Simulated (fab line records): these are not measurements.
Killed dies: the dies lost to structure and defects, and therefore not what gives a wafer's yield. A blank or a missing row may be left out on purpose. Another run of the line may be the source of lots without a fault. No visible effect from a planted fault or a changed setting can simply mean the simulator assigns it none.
Code-filled problem report in 8D (eight disciplines) form | flow gf180mcu | the parts of the form that need people (team, actions taken, sign-off) are left out

## 1. THE ISSUE
tilt-deg at GF_MVSD_IMPLANT_09 reads a mean of 5.415 degrees on 6 wafers of 2 lots; wafers without a fault read -0.002 degrees with a standard deviation of 0.021. That is +99 or more standard deviations from the usual mean.
Earliest sighting: wafer L946.3 on implanter-02 at day 7 03:58. Wafers with a number at this step in the record: 42, from 14 lots. Rule for "out" (also "out of limits"): further than 4 standard deviations from the usual mean. Any other wafer with a number is counted as sound.

## 2. WHAT IT IS; WHAT IT IS NOT
question                    | is                     | is not
which readings at this step | tilt-deg               | -
which lots                  | L946, L951             | L935, L936, L937, L939, L940, L941, L945, L947, L952, L953, L954, L955
which wafers of those lots  | all that have a number | -
read on which tools         | implanter-02           | implanter-03, implanter-04
when                        | from day 7 03:58       | up to then (21 sound wafers); but 15 sound wafers of L947, L952, L953, L954, L955 came after

## 3. THE SUSPECTS, EACH WITH WHAT RULES IT OUT
Counting: a tool at any process step up to the reading remains a suspect when it ran all the lots that are out and ran no sound lot after the first of those.
- implanter-02 at GF_MVSD_IMPLANT_09: kept. Every lot that is out went through it, starting with L946 (day 7 03:58), and after that it ran no sound lot; the last sound lot it ran before then is L940 (day 5 14:25). On those wafers its own readings are out: tilt-deg.
After counting, what remains is implanter-02 at GF_MVSD_IMPLANT_09.

## 4. THE CAUSE (what the simulator had put in)
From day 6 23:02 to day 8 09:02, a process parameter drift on implanter-02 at GF_MVSD_IMPLANT_09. The setting tilt-deg was moved by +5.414, starting from 0. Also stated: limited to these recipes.
Only this tool survived the counting.

## 5. THE EFFECT CHAIN, in route order
Rows list readings where the struck wafers' mean (over those with a number) sits beyond 3 standard deviations from the usual. Only readings for which the record gives a usual standard deviation are gone through. hours: the time from each lot's start at the first step in this table that gives one to its start at this step, as a median over the lots. sigmas: the change in usual standard deviations.
hours | step               | reading  | usual          | on struck wafers | change | sigmas
0     | GF_MVSD_IMPLANT_09 | tilt-deg | -0.002 degrees | 5.415            | +5.417 | +99 or more
Its process steps:
- GF_MVSD_IMPLANT_09
At these later measuring or inspecting steps, every struck wafer for which the step has a row has a number for every such reading, and none has moved that far: GF_V2_OVL_MEAS_15, GF_V3_THK_MEAS_01.

## 6. WHAT WOULD HAVE CAUGHT IT SOONER
The fault began at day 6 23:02; the first out-of-limits reading in this record came at day 7 03:58, 5 hours later.
